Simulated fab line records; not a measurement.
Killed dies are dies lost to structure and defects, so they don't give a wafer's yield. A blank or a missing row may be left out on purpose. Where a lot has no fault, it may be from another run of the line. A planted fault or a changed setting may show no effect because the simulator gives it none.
Chamber matching	flow gf180mcu	GF_STI_ETCH_13 on rie_diel-02 has 4 sister chambers
The step etches the open film in CHF3/O2, stops on Si, target depth 282.31 nm, time 112.9 s. 8 wafers are shown with their chamber, then 8 later ones without.

WAFERS PAIRED WITH THEIR CHAMBERS
wafer	chamber	drypump_motor_current_A (A)	oes_product_au (a.u.)
L773.1	1	6.7	0.841
L774.2	1	6.6	0.829
L774.5	2	5.8	0.835
L775.6	2	5.8	0.842
L776.1	0	5.7	0.825
L776.3	3	6.0	0.831
L776.6	3	6.0	0.828
L780.2	0	5.7	0.828

WAFERS WITH NO CHAMBER GIVEN
wafer	drypump_motor_current_A (A)	oes_product_au (a.u.)
L780.4	6.1	0.826
L780.5	6.0	0.836
L782.2	6.0	0.840
L782.3	6.6	0.843
L782.4	5.8	0.843
L783.1	5.8	0.823
L783.4	6.7	0.832
L783.5	6.0	0.826

WHICH CHAMBER EACH ONE RAN IN
wafer	from the rows above	in truth
L780.4	3	3
L780.5	3	3
L782.2	3	3
L782.3	1	1
L782.4	2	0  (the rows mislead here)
L783.1	can't be placed: 0 or 2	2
L783.4	1	1
L783.5	3	3
6 of 8 placed correctly. Not placeable from these rows: 1 (in 1, the candidates include the true chamber). Placed wrongly: 1.
How it was worked out, from the rows above alone: a wafer's distance from a chamber is the root of the sum, over the readings, of the square of ((its reading less the chamber's mean) divided by the reading's scatter). The wafer belongs to the nearest chamber; if the next one is less than 2 further off, it can't be placed. Each chamber's mean is taken over the wafers shown for it. The scatter: the root of (the sum of the squares of (reading less its chamber's mean) over the shown wafers, divided by (wafers less chambers)).
